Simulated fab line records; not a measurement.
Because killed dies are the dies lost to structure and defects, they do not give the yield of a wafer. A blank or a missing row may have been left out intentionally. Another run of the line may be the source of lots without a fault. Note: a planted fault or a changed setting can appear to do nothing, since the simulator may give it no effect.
Matching of chambers ; flow sky130 ; SKY_VIA3_CMP_02 on cmp-01: 4 sister chambers
The step polishes SiO2. 16 wafers are shown with their chamber, then 8 later ones without.

## EACH WAFER AND ITS CHAMBER
wafer;chamber;motor current A (A);platen rpm (rpm);slurry filter dp kPa (kPa)
L813.1;2;11.1;59.93;13.35
L813.3;1;12.3;59.97;13.38
L813.6;2;11.9;59.96;13.55
L815.4;2;11.6;59.98;13.68
L815.5;3;12.2;60.01;13.54
L815.6;2;11.4;59.95;13.63
L816.1;2;11.1;60.00;13.47
L816.2;0;11.7;60.00;13.31
L816.3;1;12.8;59.93;13.35
L817.3;2;11.4;60.01;13.45
L817.5;0;12.1;60.01;13.62
L817.6;3;11.9;59.99;13.54
L819.1;0;12.7;60.05;13.26
L819.2;1;12.4;59.98;13.73
L819.5;1;11.6;59.98;13.44
L820.3;2;11.1;60.00;13.37

SIGNATURES (means of the wafers above)
reading;chamber 0;chamber 1;chamber 2;chamber 3;scatter within a chamber
motor current A;12.167;12.275;11.371;12.050;0.393
platen rpm;60.0200;59.9650;59.9757;60.0000;0.0269
slurry filter dp kPa;13.3967;13.4750;13.5000;13.5400;0.148
Rule: a wafer lies at a distance from a chamber equal to the root of the sum of squares, over the readings, of (its reading less the chamber's mean, divided by the reading's scatter). The wafer belongs to the nearest chamber; if the next one is less than 2 further off, it can't be placed. How the scatter is found: for the shown wafers, subtract from each reading the mean of its chamber, square and add these, divide the total by (wafers less chambers), then take the root.

## WAFERS WITHOUT THEIR CHAMBER
wafer;motor current A (A);platen rpm (rpm);slurry filter dp kPa (kPa)
L820.4;11.9;59.98;13.56
L820.6;11.7;60.00;13.44
L829.1;12.0;60.00;13.51
L829.2;11.4;60.01;13.57
L829.3;12.6;60.01;13.57
L830.3;11.5;60.09;13.61
L830.4;12.2;60.02;13.27
L830.6;11.1;59.97;13.42

## THE CHAMBER EACH PASSED THROUGH
wafer;from the rows above;in truth
L820.4;can't be placed: 3 or 1 or 2 or 0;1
L820.6;can't be placed: 3 or 2 or 0 or 1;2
L829.1;can't be placed: 3 or 0 or 1 or 2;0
L829.2;can't be placed: 2 or 3 or 0 or 1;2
L829.3;can't be placed: 3 or 0 or 1 or 2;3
L830.3;can't be placed: 0 or 3 or 2 or 1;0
L830.4;can't be placed: 0 or 3 or 1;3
L830.6;can't be placed: 2 or 3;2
0 of 8 placed correctly. These rows do not allow placing 8 (true chamber among the candidates in 8). Number placed wrongly: 0.
